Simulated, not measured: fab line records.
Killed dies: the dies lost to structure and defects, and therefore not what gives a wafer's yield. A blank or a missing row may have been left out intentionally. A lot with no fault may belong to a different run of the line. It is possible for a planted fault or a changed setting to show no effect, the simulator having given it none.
Matching of chambers || flow sky130 || 4 sister chambers for SKY_METAL4_ETCH_17 on rie diel-01
The step etches SiO2 in C4F8/O2/Ar, stops on TiN, time 3.9 s, target depth 15 nm. 14 wafers are shown with their chamber, then 7 later ones without.

== WAFERS PAIRED WITH THEIR CHAMBERS ==
{"wafer": "L074.1", "chamber": 1, "oes product au (a.u.)": 0.746}
{"wafer": "L074.2", "chamber": 0, "oes product au (a.u.)": 0.750}
{"wafer": "L074.5", "chamber": 0, "oes product au (a.u.)": 0.750}
{"wafer": "L077.3", "chamber": 0, "oes product au (a.u.)": 0.743}
{"wafer": "L077.5", "chamber": 3, "oes product au (a.u.)": 0.757}
{"wafer": "L077.6", "chamber": 2, "oes product au (a.u.)": 0.759}
{"wafer": "L078.1", "chamber": 1, "oes product au (a.u.)": 0.746}
{"wafer": "L078.3", "chamber": 0, "oes product au (a.u.)": 0.751}
{"wafer": "L078.4", "chamber": 3, "oes product au (a.u.)": 0.768}
{"wafer": "L080.2", "chamber": 1, "oes product au (a.u.)": 0.743}
{"wafer": "L080.4", "chamber": 0, "oes product au (a.u.)": 0.765}
{"wafer": "L080.5", "chamber": 1, "oes product au (a.u.)": 0.751}
{"wafer": "L089.1", "chamber": 3, "oes product au (a.u.)": 0.745}
{"wafer": "L089.4", "chamber": 0, "oes product au (a.u.)": 0.756}

SIGNATURES (means of the wafers above)
{"reading": "oes product au", "chamber 0": 0.75250, "chamber 1": 0.74650, "chamber 2": 0.75900, "chamber 3": 0.75667, "scatter within a chamber": 0.00756}
Rule: a wafer's distance from a chamber is the root of the sum, over the readings, of the square of ((its reading less the chamber's mean) divided by the reading's scatter). If the next closest chamber is less than 2 further off than the closest, the wafer can't be placed; otherwise it belongs to the closest. The scatter is the square root of a quotient: the sum, over the shown wafers, of each reading's squared deviation from its chamber's mean, divided by wafers minus chambers.

== WAFERS MISSING THEIR CHAMBER ==
{"wafer": "L089.5", "oes product au (a.u.)": 0.754}
{"wafer": "L092.1", "oes product au (a.u.)": 0.752}
{"wafer": "L092.2", "oes product au (a.u.)": 0.747}
{"wafer": "L092.5", "oes product au (a.u.)": 0.749}
{"wafer": "L095.2", "oes product au (a.u.)": 0.741}
{"wafer": "L095.3", "oes product au (a.u.)": 0.754}
{"wafer": "L095.6", "oes product au (a.u.)": 0.752}

== CHAMBER TAKEN BY EACH ==
{"wafer": "L089.5", "from the rows above": "can't be placed: 0 or 3 or 2 or 1", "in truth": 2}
{"wafer": "L092.1", "from the rows above": "can't be placed: 0 or 3 or 1 or 2", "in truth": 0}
{"wafer": "L092.2", "from the rows above": "can't be placed: 1 or 0 or 3 or 2", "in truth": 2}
{"wafer": "L092.5", "from the rows above": "can't be placed: 1 or 0 or 3 or 2", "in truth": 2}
{"wafer": "L095.2", "from the rows above": "can't be placed: 1 or 0 or 3 or 2", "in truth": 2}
{"wafer": "L095.3", "from the rows above": "can't be placed: 0 or 3 or 2 or 1", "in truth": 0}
{"wafer": "L095.6", "from the rows above": "can't be placed: 0 or 3 or 1 or 2", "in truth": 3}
Correct placement for 0 of the 7. These rows do not allow placing 7 (true chamber among the candidates in 7). Placed wrongly: 0.
